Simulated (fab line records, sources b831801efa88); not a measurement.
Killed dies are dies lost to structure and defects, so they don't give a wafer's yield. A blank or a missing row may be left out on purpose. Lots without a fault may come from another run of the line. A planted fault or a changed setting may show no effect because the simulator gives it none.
Which tool did it? | flow sky130 | 12 lots, 36 wafers sampled, at 1 step of a route of 708

WHAT THE GAUGES READ, wafer by wafer
SKY_VIA2_THK_MEAS_23: measures by xrf.
lot  | measured     | on            | VIA2_W_THK (nm)
L075 | day 36 14:18 | film_metro-01 | 423 429 419
L077 | day 37 04:10 | film_metro-04 | 416 411 414
L079 | day 37 20:55 | film_metro-04 | 421 423 419
L081 | day 38 13:36 | film_metro-01 | 426 433 426
L083 | day 39 09:43 | film_metro-03 | 437 440 443
L085 | day 39 19:25 | film_metro-03 | 430 435 436
L087 | day 40 11:44 | film_metro-04 | 428 432 441
L089 | day 41 01:49 | film_metro-01 | 431 430 428
L092 | day 41 20:26 | film_metro-01 | 445 432 456
L093 | day 42 04:30 | film_metro-01 | 437 434 437
L095 | day 42 15:38 | film_metro-04 | 435 431 434
L097 | day 43 03:16 | film_metro-01 | 452 448 442

WHICH TOOL RAN EACH LOT (tool, then ch and the chambers of the sampled wafers, then the start)
The record holds no process step before these readings.

THE ANSWER, worked out from the rows above alone
Rule: what is usual is taken from the lots themselves. Put in order of their means at a reading, lots are off if they are a third of the lots or fewer, leave a main group of 4 or more, and stand apart from it by a gap of 3 or more times the standard deviation of the main group's means; of several such gaps the widest counts. A main group whose means are all the same, to the digits that the tables above print for the reading, isn't used. A lot without any number at a reading at which 4 lots or more have one is off too. The other lots that the step has rows for count as sound.
No lot is off at any reading shown: from this, nothing can be told.

WHAT THE SIMULATOR HAD PUT IN
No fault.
